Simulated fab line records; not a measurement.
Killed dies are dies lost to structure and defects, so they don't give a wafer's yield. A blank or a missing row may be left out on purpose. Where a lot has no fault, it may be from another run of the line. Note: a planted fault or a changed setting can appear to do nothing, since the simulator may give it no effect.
Problem report, 8D (eight disciplines) form, completed by code    flow sfq_line    the parts of the form that need people (team, actions taken, sign-off) are left out

## 1. THE PROBLEM
thk_nm at SFQ_TRILAYER_I7_METRO_MEASURE_185 reads a mean of 181.0 nm on 1 wafer of 1 lot; wafers without a fault read 200.0 nm with a standard deviation of 0.76. That is -25 standard deviations from the usual mean.
The first sign was on wafer L886.3 at day 83 19:48, on film_metro-04. At this step, 39 wafers from 13 lots have a number in the record. Rule for "out" (also "out of limits"): further than 4 standard deviations from the usual mean. The other wafers with a number count as sound.

## 2. WHAT IT IS, WHAT IT ISN'T
question                     is                 is not
which readings at this step  thk_nm             -
which lots                   L886               L877, L878, L879, L880, L881, L882, L885, L895, L897, L898, L899, L900
which wafers of those lots   L886.3             L886.2, L886.6
read on which tools          film_metro-04      film_metro-02, film_metro-03
when                         from day 83 19:48  up to then (23 sound wafers); but 15 sound wafers of L895, L897, L898, L899, L900 came after

## 3. THE SUSPECTS, EACH WITH WHAT RULES IT OUT
Counting: any tool at a process step up to the reading remains a suspect provided it ran every lot that is out. Sound lots after the first of them don't rule it out here, since some wafers of a struck lot are sound.
- cmp-01 at SFQ_TRILAYER_I7_CMP_CMP_184 (polishes SiO2): kept. It processed L886, the lot that is out, at day 83 16:29, and its most recent sound lot before then was L885 at day 83 07:29.
- film_metro-04 at SFQ_TRILAYER_I7_METRO_MEASURE_185: kept. It processed L886, the lot that is out, at day 83 19:48, and its most recent sound lot before then was L885 at day 83 11:00. Out on those wafers are its own readings of thk_nm.
- In cmp-01 at SFQ_TRILAYER_I7_CMP_CMP_184, the wafers that are out were processed in chamber 0 and their sound lot-mates in chambers 2, 3.
Left after counting: cmp-01 at SFQ_TRILAYER_I7_CMP_CMP_184, film_metro-04 at SFQ_TRILAYER_I7_METRO_MEASURE_185.

## 4. THE CAUSE (what the simulator had put in)
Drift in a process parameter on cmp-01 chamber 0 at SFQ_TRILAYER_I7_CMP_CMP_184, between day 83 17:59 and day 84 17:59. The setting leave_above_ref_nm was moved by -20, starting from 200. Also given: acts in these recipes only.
Counting left 2 suspects, and this tool is among them.

## 5. THE EFFECT CHAIN, in route order
Each row: a reading whose mean over the struck wafers that have a number lies more than 3 standard deviations from the usual. Only readings whose record carries a usual standard deviation are examined. hours: median over the lots of the time between each lot's start at the first step of this table that gives one and its start at this step. sigmas: the change, counted in usual standard deviations.
hours  step                                   reading         usual       on struck wafers  change  sigmas
0      SFQ_TRILAYER_I7_METRO_MEASURE_185      thk_nm          200.0 nm    181.0             -19.0   -25
96     SFQ_TRILAYER_I7_VIA_ETCH_VIA_ETCH_190  oes_product_au  0.854 a.u.  0.805             -0.049  -9.2
Its process steps:
- SFQ_TRILAYER_I7_METRO_MEASURE_185
- SFQ_TRILAYER_I7_VIA_ETCH_VIA_ETCH_190: etches SiO2 in CHF3, stops on Nb, target depth 260 nm.
At these later measuring or inspecting steps, every struck wafer for which the step has a row has a number for every such reading, and none has moved that far: SFQ_M8_OVL_MEAS_948, SFQ_M8_THK_MEAS_950.

## 6. WHAT WOULD HAVE CAUGHT IT SOONER
First out-of-limits reading in this record: day 83 19:48, which is 2 hours after fault onset at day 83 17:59.
An alarm limit of 4 standard deviations would not have fired on the tool readings at SFQ_TRILAYER_I7_CMP_CMP_184 for which the record gives a usual standard deviation, since none of them was out on any struck wafer.
Lots out: 1; all had begun SFQ_TRILAYER_I7_CMP_CMP_184 on cmp-01 by day 83 19:48. A hold on the tool at that time would have spared none of them.
